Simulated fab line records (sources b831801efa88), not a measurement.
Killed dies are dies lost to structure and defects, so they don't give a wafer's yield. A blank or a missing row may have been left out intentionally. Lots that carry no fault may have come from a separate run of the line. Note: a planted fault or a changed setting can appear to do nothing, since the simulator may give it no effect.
fab line records	flow gf180mcu	part 1 of 2: steps 1 to 23 of 35
record lots=5	wafers=15	lastDay=32
route steps=602 shown MIM@515 M5@526 V5@540
lots with no fault: from the same line, run without faults
startH: the number of hours between the record's first day and the start of the first shown wafer of the lot	waitH: time in hours since the lot's previous step	" identical to the entry in the row above	L1.1+2: several wafers, shown together as one row	- either no value or no given start	* or withheld: withheld	< > ~ a bound
route shown NAME@n: names a module that has steps shown in the file, with the first one's number in the route	usual: mean/standard deviation of fault-free wafers	same: alike in all rows	chamber/n: place in a boat	sites: per-site readings	_std_site: the values' standard deviation	_edge_site: the outer-site mean with the inner-site mean subtracted	radiusMm: for every site, how far away it sits from the centre of the wafer	mask NAME#n: copy n	behind: the tool/chamber that last shaped the wafer	hold: what put the lot on hold/how long, in hours/how the hold closed	device: the transistor (n, p or np) that didn't switch	end of line: tests of these same wafers at the route's end	a step with no rows: only its recipe	killed: at the first sort, the dies lost to defects and structure; wafer yield is something else	map: per-die view of a wafer (x killed, . not killed, _ where there is no die)
set.NAME: the run value of the setting; set.NAME@STEP: its run value at that earlier step	model.NAME: the simulator's own value behind a step, which no gauge read
certain route steps with their lots: each step a table, each wafer a row
services: when a tool's chamber went out of use (startH, in hours from the record's first day, below 0 if earlier), for how many hours, and the reason
## steps
# step GF_MIM_DEHYDRATE_12
# recipe tempC=200	timeS=60
# usual chillPlateTempC=23.01/0.11
lot.wafer	tool	chamber	startH	waitH	chillPlateTempC
L078.1	lithoTrack-01	0	612.93	9.7	22.94
L078.4	"	0	"	"	22.94
L078.6	"	0	"	"	23.07
L080.3	lithoTrack-01	0	624.23	9.1	22.93
L080.5	"	0	"	"	23.02
L080.6	"	0	"	"	23.24
L083.1	lithoTrack-03	0	653.38	9.0	23.03
L083.2	"	0	"	"	23.04
L083.5	"	0	"	"	23.04
L085.3	lithoTrack-04	0	661.84	9.0	23.04
L085.5	"	0	"	"	23.16
L085.6	"	0	"	"	23.10
L088.3	lithoTrack-04	0	683.39	9.6	22.85
L088.4	"	0	"	"	22.82
L088.6	"	0	"	"	23.04
# step GF_MIM_HMDS_13
# recipe primeTimeS=60	primeTempC=120
# usual chillPlateTempC=23.00/0.11
lot.wafer	tool	chamber	startH	waitH	chillPlateTempC
L078.1	lithoTrack-01	0	613.08	0.1	22.95
L078.4	"	0	"	"	22.84
L078.6	"	0	"	"	22.78
L080.3	lithoTrack-01	0	624.38	0.1	23.14
L080.5	"	0	"	"	23.02
L080.6	"	0	"	"	23.07
L083.1	lithoTrack-03	0	653.53	0.1	23.20
L083.2	"	0	"	"	22.89
L083.5	"	0	"	"	23.18
L085.3	lithoTrack-04	0	661.99	0.1	23.07
L085.5	"	0	"	"	23.03
L085.6	"	0	"	"	22.90
L088.3	lithoTrack-04	0	683.54	0.1	22.85
L088.4	"	0	"	"	22.93
L088.6	"	0	"	"	23.07
# step GF_MIM_COAT_14
# recipe resist=NOVOLAK	spinRpm=3000	resistThkNm=1000
# usual chillPlateTempC=23.01/0.11
lot.wafer	tool	chamber	startH	waitH	chillPlateTempC
L078.1	lithoTrack-01	0	613.23	0.1	22.97
L078.4	"	0	"	"	23.04
L078.6	"	0	"	"	23.06
L080.3	lithoTrack-01	0	624.53	0.1	22.95
L080.5	"	0	"	"	23.01
L080.6	"	0	"	"	22.95
L083.1	lithoTrack-03	0	653.68	0.1	22.78
L083.2	"	0	"	"	22.84
L083.5	"	0	"	"	22.95
L085.3	lithoTrack-04	0	662.14	0.1	22.93
L085.5	"	0	"	"	23.03
L085.6	"	0	"	"	22.98
L088.3	lithoTrack-04	0	683.69	0.1	23.16
L088.4	"	0	"	"	23.11
L088.6	"	0	"	"	23.01
# step GF_MIM_SOFTBAKE_15
# recipe tempC=90	timeS=60	resist=NOVOLAK
# usual chillPlateTempC=23.02/0.095
lot.wafer	tool	chamber	startH	waitH	chillPlateTempC
L078.1	lithoTrack-01	0	613.38	0.1	22.98
L078.4	"	0	"	"	22.98
L078.6	"	0	"	"	22.96
L080.3	lithoTrack-01	0	624.68	0.1	23.18
L080.5	"	0	"	"	23.08
L080.6	"	0	"	"	23.00
L083.1	lithoTrack-03	0	653.83	0.1	23.07
L083.2	"	0	"	"	23.02
L083.5	"	0	"	"	23.02
L085.3	lithoTrack-04	0	662.29	0.1	23.04
L085.5	"	0	"	"	23.11
L085.6	"	0	"	"	22.97
L088.3	lithoTrack-04	0	683.84	0.1	23.16
L088.4	"	0	"	"	23.05
L088.6	"	0	"	"	23.00
# step GF_MIM_EXPOSE_16
# recipe maskId=FuseTop	targetCdNm=2000	na=0.6	sourceShape=conventional	sigmaOuter=0.6	doseMj=140
# usual exposureDoseMJCm2=140.00/0.18
lot.wafer	tool	chamber	startH	waitH	mask	exposureDoseMJCm2
L078.1	ilineStepper-01	0	-	-	FuseTop#0	140.08
L078.4	"	0	"	"	FuseTop#0	140.28
L078.6	"	0	"	"	FuseTop#0	140.00
L080.3	ilineStepper-02	0	-	-	FuseTop#0	139.90
L080.5	"	0	"	"	FuseTop#0	139.98
L080.6	"	0	"	"	FuseTop#0	140.12
L083.1	ilineStepper-02	0	-	-	FuseTop#0	139.89
L083.2	"	0	"	"	FuseTop#0	139.80
L083.5	"	0	"	"	FuseTop#0	139.75
L085.3	ilineStepper-02	0	-	-	FuseTop#0	140.08
L085.5	"	0	"	"	FuseTop#0	139.95
L085.6	"	0	"	"	FuseTop#0	139.79
L088.3	ilineStepper-02	0	-	-	FuseTop#0	140.10
L088.4	"	0	"	"	FuseTop#0	140.21
L088.6	"	0	"	"	FuseTop#0	140.08
# step GF_MIM_PEB_17
# recipe tempC=withheld	timeS=*	resist=NOVOLAK
# usual chillPlateTempC=*
lot.wafer	tool	chamber	startH	waitH	chillPlateTempC
L078.1	lithoTrack-03	0	-	-	*
L078.4	"	0	"	"	*
L078.6	"	0	"	"	*
L080.3	lithoTrack-04	0	-	-	*
L080.5	"	0	"	"	*
L080.6	"	0	"	"	*
L083.1	lithoTrack-01	0	-	-	*
L083.2	"	0	"	"	*
L083.5	"	0	"	"	*
L085.3	lithoTrack-01	0	-	-	*
L085.5	"	0	"	"	*
L085.6	"	0	"	"	*
L088.3	lithoTrack-03	0	-	-	*
L088.4	"	0	"	"	*
L088.6	"	0	"	"	*
# step GF_MIM_DEVELOP_18
# recipe developTimeS=60	devTempC=23
# usual chillPlateTempC=23.01/0.11
lot.wafer	tool	chamber	startH	waitH	chillPlateTempC
L078.1	lithoTrack-03	0	623.08	0.1	22.92
L078.4	"	0	"	"	22.93
L078.6	"	0	"	"	23.04
L080.3	lithoTrack-04	0	634.94	0.1	23.11
L080.5	"	0	"	"	23.09
L080.6	"	0	"	"	23.01
L083.1	lithoTrack-01	0	663.58	0.1	22.96
L083.2	"	0	"	"	22.99
L083.5	"	0	"	"	23.09
L085.3	lithoTrack-01	0	671.33	0.1	22.93
L085.5	"	0	"	"	22.94
L085.6	"	0	"	"	22.73
L088.3	lithoTrack-03	0	692.73	0.1	23.02
L088.4	"	0	"	"	23.23
L088.6	"	0	"	"	23.17
# step GF_MIM_METAL_ETCH_19
# recipe chemistry=Cl2/BCl3	maskMaterial=NOVOLAK	stopOn=Si3N4	targetDepthNm=324.5	pressureMtorr=8	icpW=800	biasW=140	Cl2_flow_sccm=80	bcl3FlowSccm=40	timeS=54.1
# usual biasW=140.0/0.45	drypumpMotorCurrentA=5.8/0.54	oesProductAu=0.941/0.0055	throttleValvePct=28.285/0.011
lot.wafer	tool	chamber	startH	waitH	biasW	drypumpMotorCurrentA	oesProductAu	rfHoursCounterH	throttleValvePct
L078.1	rieMetal-03	0	623.23	0.1	140.5	6.2	0.950	14	28.279
L078.4	"	0	"	"	140.5	6.2	0.953	-	28.261
L078.6	"	0	"	"	140.1	6.2	0.938	-	28.267
L080.3	rieMetal-02	1	635.06	0.1	139.5	6.3	0.933	-	28.283
L080.5	"	0	"	"	139.5	6.0	0.927	-	28.287
L080.6	"	1	"	"	139.8	6.3	0.936	-	28.295
L083.1	rieMetal-04	0	663.73	0.1	139.7	5.3	0.934	12	28.293
L083.2	"	1	"	"	141.2	4.8	0.932	2	28.290
L083.5	"	0	"	"	139.7	5.3	0.933	-	28.276
L085.3	rieMetal-04	1	671.45	0.1	138.9	4.9	0.945	-	28.273
L085.5	"	1	"	"	139.5	4.8	0.949	-	28.272
L085.6	"	0	"	"	140.3	5.3	0.951	-	28.269
L088.3	rieMetal-04	1	692.88	0.1	140.0	4.9	0.949	-	28.271
L088.4	"	1	"	"	139.8	4.9	0.944	-	28.279
L088.6	"	1	"	"	139.7	4.9	0.942	-	28.276
# step GF_MIM_STRIP_20
# recipe chemistry=O2/N2	powerW=1400	pressureMtorr=1500	platenTempC=250	o2FlowSccm=3000	n2FlowSccm=300	overashFraction=0.5
# usual drypumpMotorCurrentA=5.8/0.43	heaterPowerW=304/17	oesProductAu=0.691/0.0052	stripTimeToEndpointS=11.21/0.04
lot.wafer	tool	chamber	startH	waitH	drypumpMotorCurrentA	heaterPowerW	oesProductAu	rfHoursCounterH	stripTimeToEndpointS
L078.1	plasmaAsher-01	1	623.37	0.1	5.3	313	0.686	91	11.23
L078.4	"	1	"	"	5.3	311	0.693	-	11.20
L078.6	"	0	"	"	5.5	295	0.699	-	11.23
L080.3	plasmaAsher-04	0	635.14	0.1	6.4	270	0.691	-	11.20
L080.5	"	1	"	"	5.7	327	0.699	-	11.23
L080.6	"	0	"	"	6.5	271	0.701	-	11.23
L083.1	plasmaAsher-03	1	663.80	0.0	6.5	320	0.693	107	11.27
L083.2	"	0	"	"	5.7	316	0.702	107	11.20
L083.5	"	0	"	"	5.7	310	0.692	-	11.26
L085.3	plasmaAsher-03	0	671.53	0.1	5.7	311	0.702	-	11.17
L085.5	"	0	"	"	5.7	314	0.682	-	11.13
L085.6	"	1	"	"	6.4	313	0.686	-	11.19
L088.3	plasmaAsher-01	0	693.00	0.1	5.6	291	0.688	-	11.19
L088.4	"	1	"	"	5.4	305	0.695	-	11.20
L088.6	"	0	"	"	5.6	303	0.694	-	11.19
# step GF_MIM_STRIP_21
# recipe chemistry=postEtchResidueRemover	timeS=1200	tempC=72.5
lot.wafer	tool	chamber	startH	waitH
L078.1+4+6	wetBench-02	2	623.47	0.1
L080.3+5+6	wetBench-01	1	635.21	0.0
L083.1+2+5	wetBench-03	1	663.90	0.1
L085.3+5+6	wetBench-02	0	671.60	0.0
L088.3+4+6	wetBench-01	0	693.07	0.0
# step GF_MIM_CLEAN_22
# recipe chemistry=DIW	dry=n2Spin
lot.wafer	tool	chamber	startH	waitH
L078.1+4+6	wetBench-03	0	623.81	0.0
L080.3+5+6	wetBench-03	0	635.55	0.0
L083.1+2+5	wetBench-01	2	664.24	0.0
L085.3+5+6	wetBench-03	0	671.94	0.0
L088.3+4+6	wetBench-03	0	693.41	0.0
# step GF_M5_DEHYDRATE_00
# recipe tempC=200	timeS=60
# usual chillPlateTempC=22.99/0.12
lot.wafer	tool	chamber	startH	waitH	chillPlateTempC
L078.1	lithoTrack-02	0	633.25	9.3	23.01
L078.4	"	0	"	"	23.01
L078.6	"	0	"	"	22.91
L080.3	lithoTrack-01	0	644.78	9.1	22.94
L080.5	"	0	"	"	22.88
L080.6	"	0	"	"	22.74
L083.1	lithoTrack-02	0	673.25	8.9	23.10
L083.2	"	0	"	"	22.91
L083.5	"	0	"	"	23.11
L085.3	lithoTrack-04	0	681.29	9.3	23.21
L085.5	"	0	"	"	23.01
L085.6	"	0	"	"	23.00
L088.3	lithoTrack-02	0	702.35	8.8	22.81
L088.4	"	0	"	"	22.87
L088.6	"	0	"	"	22.81
# step GF_M5_HMDS_01
# recipe primeTimeS=60	primeTempC=120
# usual chillPlateTempC=23.01/0.096
lot.wafer	tool	chamber	startH	waitH	chillPlateTempC
L078.1	lithoTrack-02	0	633.40	0.1	22.94
L078.4	"	0	"	"	23.03
L078.6	"	0	"	"	22.99
L080.3	lithoTrack-01	0	644.93	0.1	23.22
L080.5	"	0	"	"	23.13
L080.6	"	0	"	"	23.11
L083.1	lithoTrack-02	0	673.40	0.1	22.84
L083.2	"	0	"	"	22.93
L083.5	"	0	"	"	22.85
L085.3	lithoTrack-04	0	681.44	0.1	22.93
L085.5	"	0	"	"	23.03
L085.6	"	0	"	"	23.15
L088.3	lithoTrack-02	0	702.50	0.1	23.08
L088.4	"	0	"	"	23.01
L088.6	"	0	"	"	23.06
# step GF_M5_COAT_02
# recipe resist=KrF	spinRpm=withheld	resistThkNm=1000
# usual chillPlateTempC=22.98/0.098
lot.wafer	tool	chamber	startH	waitH	chillPlateTempC
L078.1	lithoTrack-02	0	633.55	0.1	22.91
L078.4	"	0	"	"	22.76
L078.6	"	0	"	"	23.05
L080.3	lithoTrack-01	0	645.08	0.1	22.92
L080.5	"	0	"	"	23.06
L080.6	"	0	"	"	23.00
L083.1	lithoTrack-02	0	673.55	0.1	23.01
L083.2	"	0	"	"	23.02
L083.5	"	0	"	"	23.00
L085.3	lithoTrack-04	0	681.59	0.1	23.09
L085.5	"	0	"	"	22.97
L085.6	"	0	"	"	23.06
L088.3	lithoTrack-02	0	702.65	0.1	23.03
L088.4	"	0	"	"	23.20
L088.6	"	0	"	"	22.97
# step GF_M5_SOFTBAKE_03
# recipe tempC=130	timeS=60	resist=KrF
# usual chillPlateTempC=23.01/0.11
lot.wafer	tool	chamber	startH	waitH	chillPlateTempC
L078.1	lithoTrack-02	0	633.70	0.1	23.08
L078.4	"	0	"	"	23.15
L078.6	"	0	"	"	23.16
L080.3	lithoTrack-01	0	645.23	0.1	23.18
L080.5	"	0	"	"	23.11
L080.6	"	0	"	"	23.07
L083.1	lithoTrack-02	0	673.70	0.1	22.94
L083.2	"	0	"	"	22.92
L083.5	"	0	"	"	23.06
L085.3	lithoTrack-04	0	681.74	0.1	23.11
L085.5	"	0	"	"	23.20
L085.6	"	0	"	"	23.01
L088.3	lithoTrack-02	0	702.80	0.1	22.89
L088.4	"	0	"	"	22.94
L088.6	"	0	"	"	22.94
# step GF_M5_EXPOSE_04
# recipe maskId=Metal5	targetCdNm=280	na=0.68	sourceShape=conventional	sigmaOuter=0.6	doseMj=28
# usual exposureDoseMJCm2=28.09/0.12
lot.wafer	tool	chamber	startH	waitH	mask	exposureDoseMJCm2
L078.1	krfScanner-02	0	-	-	Metal5#0	27.96
L078.4	"	0	"	"	Metal5#0	27.91
L078.6	"	0	"	"	Metal5#0	27.97
L080.3	krfScanner-02	0	-	-	Metal5#0	27.94
L080.5	"	0	"	"	Metal5#0	27.94
L080.6	"	0	"	"	Metal5#0	27.95
L083.1	krfScanner-01	0	-	-	Metal5#0	28.21
L083.2	"	0	"	"	Metal5#0	28.24
L083.5	"	0	"	"	Metal5#0	28.19
L085.3	krfScanner-01	0	-	-	Metal5#0	28.22
L085.5	"	0	"	"	Metal5#0	28.21
L085.6	"	0	"	"	Metal5#0	28.22
L088.3	krfScanner-02	0	-	-	Metal5#0	27.93
L088.4	"	0	"	"	Metal5#0	27.91
L088.6	"	0	"	"	Metal5#0	27.93
# step GF_M5_PEB_05
# recipe pebTempC=135	pebTimeS=90	resist=KrF
# usual chillPlateTempC=23.01/0.096
lot.wafer	tool	chamber	startH	waitH	chillPlateTempC
L078.1	lithoTrack-04	0	-	-	23.02
L078.4	"	0	"	"	23.20
L078.6	"	0	"	"	22.99
L080.3	lithoTrack-04	0	-	-	23.02
L080.5	"	0	"	"	23.03
L080.6	"	0	"	"	22.94
L083.1	lithoTrack-02	0	-	-	22.78
L083.2	"	0	"	"	23.06
L083.5	"	0	"	"	22.96
L085.3	lithoTrack-04	0	-	-	22.92
L085.5	"	0	"	"	23.02
L085.6	"	0	"	"	23.07
L088.3	lithoTrack-01	0	-	-	22.84
L088.4	"	0	"	"	22.94
L088.6	"	0	"	"	22.91
# step GF_M5_DEVELOP_06
# recipe developTimeS=60	devTempC=21
# usual chillPlateTempC=22.99/0.11
lot.wafer	tool	chamber	startH	waitH	chillPlateTempC
L078.1	lithoTrack-04	0	643.69	0.2	23.19
L078.4	"	0	"	"	22.90
L078.6	"	0	"	"	23.04
L080.3	lithoTrack-04	0	655.34	0.1	23.07
L080.5	"	0	"	"	22.88
L080.6	"	0	"	"	22.90
L083.1	lithoTrack-02	0	683.55	0.2	22.89
L083.2	"	0	"	"	22.89
L083.5	"	0	"	"	22.73
L085.3	lithoTrack-04	0	690.99	0.1	22.76
L085.5	"	0	"	"	22.93
L085.6	"	0	"	"	22.98
L088.3	lithoTrack-01	0	711.78	0.1	22.89
L088.4	"	0	"	"	23.02
L088.6	"	0	"	"	23.01
# step GF_M5_CD_MEAS_07
# recipe targetCdNm=280
# usual cdNm=280.3/1.4
lot.wafer	tool	chamber	startH	waitH	cdNm
L078.1	cdSem-01	-	643.84	0.1	279.0
L078.4	"	-	"	"	278.8
L078.6	"	-	"	"	279.6
L080.3	cdSem-01	-	655.48	0.1	278.4
L080.5	"	-	"	"	278.4
L080.6	"	-	"	"	276.8
L083.1	cdSem-01	-	683.70	0.1	280.1
L083.2	"	-	"	"	280.1
L083.5	"	-	"	"	279.1
L085.3	cdSem-01	-	691.13	0.1	281.4
L085.5	"	-	"	"	281.5
L085.6	"	-	"	"	279.7
L088.3	cdSem-02	-	711.92	0.1	281.9
L088.4	"	-	"	"	281.5
L088.6	"	-	"	"	281.0
# step GF_M5_OVL_MEAS_08
# usual M5_OVL=0/4.8
lot.wafer	tool	chamber	startH	waitH	M5_OVL[nm]
L078.1	overlay-02	-	643.96	0.1	0
L078.4	"	-	"	"	1
L078.6	"	-	"	"	-6
L080.3	overlay-02	-	655.57	0.1	-8
L080.5	"	-	"	"	-7
L080.6	"	-	"	"	-11
L083.1	overlay-02	-	683.82	0.1	1
L083.2	"	-	"	"	-3
L083.5	"	-	"	"	3
L085.3	overlay-01	-	691.22	0.1	7
L085.5	"	-	"	"	10
L085.6	"	-	"	"	-3
L088.3	overlay-01	-	712.01	0.1	-7
L088.4	"	-	"	"	-6
L088.6	"	-	"	"	-7
# step GF_M5_ETCH_09
# recipe chemistry=CF4/O2	target=Si3N4	targetDepthNm=52	sourceW=800	biasW=150	pressureMtorr=150	cf4FlowSccm=80	O2_flow_sccm=10	timeS=11.6
# usual biasW=150.1/0.41	drypumpMotorCurrentA=5.6/0.38	oesProductAu=1.004/0.011	throttleValvePct=5.973/0.0099
lot.wafer	tool	chamber	startH	waitH	biasW	drypumpMotorCurrentA	oesProductAu	rfHoursCounterH	throttleValvePct
L078.1	rieDiel-01	1	643.99	0.0	149.5	5.8	0.996	16	5.980
L078.4	"	0	"	"	150.2	5.2	0.991	23	5.977
L078.6	"	2	"	"	150.1	5.7	1.016	-	5.989
L080.3	rieDiel-04	1	655.59	0.0	149.9	5.5	0.992	0	5.964
L080.5	"	3	"	"	150.1	5.8	1.000	-	5.955
L080.6	"	0	"	"	149.9	6.1	0.991	-	5.986
L083.1	rieDiel-01	2	683.85	0.0	150.0	5.6	1.014	15	5.959
L083.2	"	3	"	"	150.5	5.0	1.013	11	5.984
L083.5	"	3	"	"	150.3	5.0	1.017	-	5.972
L085.3	rieDiel-04	0	691.24	0.0	149.6	6.1	0.987	57	5.971
L085.5	"	2	"	"	149.8	5.5	1.003	-	5.985
L085.6	"	1	"	"	150.4	5.5	0.996	-	5.989
L088.3	rieDiel-03	1	712.03	0.0	149.6	6.1	0.989	15	5.986
L088.4	"	0	"	"	149.9	6.0	1.007	7	5.985
L088.6	"	2	"	"	149.9	5.8	1.001	-	5.968
# step GF_M5_METAL_ETCH_10
# recipe chemistry=Cl2/BCl3	maskMaterial=KrF	targetDepthNm=750.8	stopOn=SiO2	pressureMtorr=8	icpW=800	biasW=140	Cl2_flow_sccm=80	bcl3FlowSccm=40	timeS=125.1
# usual biasW=140.0/0.41	drypumpMotorCurrentA=5.7/0.48	oesProductAu=0.990/0.0065	throttleValvePct=28.230/0.01
lot.wafer	tool	chamber	startH	waitH	biasW	drypumpMotorCurrentA	oesProductAu	rfHoursCounterH	throttleValvePct
L078.1	rieMetal-04	0	644.02	0.0	140.1	5.3	0.990	12	28.234
L078.4	"	1	"	"	139.3	4.9	0.985	-	28.222
L078.6	"	0	"	"	139.6	5.3	0.989	-	28.227
L080.3	rieMetal-01	0	655.66	0.1	140.2	6.1	0.984	-	28.254
L080.5	"	1	"	"	140.1	5.9	0.994	-	28.236
L080.6	"	0	"	"	139.8	6.1	0.980	-	28.248
L083.1	rieMetal-03	1	683.88	0.0	139.6	6.0	0.992	7	28.232
L083.2	"	0	"	"	139.9	6.2	0.996	0	28.211
L083.5	"	0	"	"	140.1	6.2	0.989	-	28.243
L085.3	rieMetal-01	0	691.35	0.1	139.8	6.1	0.989	-	28.227
L085.5	"	0	"	"	140.5	6.1	0.987	-	28.249
L085.6	"	0	"	"	140.6	6.1	0.983	-	28.239
L088.3	rieMetal-03	1	712.10	0.1	139.6	6.0	0.999	-	28.221
L088.4	"	0	"	"	140.1	6.1	0.996	-	28.236
L088.6	"	1	"	"	139.9	6.0	0.998	-	28.235
# step GF_M5_STRIP_11
# recipe chemistry=O2/N2	powerW=1400	pressureMtorr=1500	platenTempC=250	o2FlowSccm=3000	n2FlowSccm=300	overashFraction=0.5
# usual drypumpMotorCurrentA=5.7/0.33	heaterPowerW=331/27	oesProductAu=0.523/0.0053	stripTimeToEndpointS=7.05/0.046
lot.wafer	tool	chamber	startH	waitH	drypumpMotorCurrentA	heaterPowerW	oesProductAu	rfHoursCounterH	stripTimeToEndpointS
L078.1	plasmaAsher-02	0	644.15	0.1	5.5	379	0.520	20	7.04
L078.4	"	0	"	"	5.5	375	0.526	-	7.01
L078.6	"	1	"	"	5.7	337	0.522	-	7.04
L080.3	plasmaAsher-02	1	655.78	0.1	5.7	342	0.526	-	7.10
L080.5	"	0	"	"	5.5	385	0.522	-	7.06
L080.6	"	1	"	"	5.7	339	0.519	-	7.11
L083.1	plasmaAsher-03	0	684.01	0.1	5.7	314	0.531	109	7.04
L083.2	"	1	"	"	6.5	320	0.522	109	7.05
L083.5	"	1	"	"	6.5	323	0.528	-	7.04
L085.3	plasmaAsher-02	0	691.56	0.2	5.5	378	0.516	-	7.07
L085.5	"	1	"	"	5.7	330	0.522	-	7.09
L085.6	"	0	"	"	5.5	376	0.523	-	7.06
L088.3	plasmaAsher-01	0	712.22	0.1	5.6	298	0.529	-	7.12
L088.4	"	1	"	"	5.4	315	0.530	-	7.08
L088.6	"	0	"	"	5.6	301	0.525	-	7.10
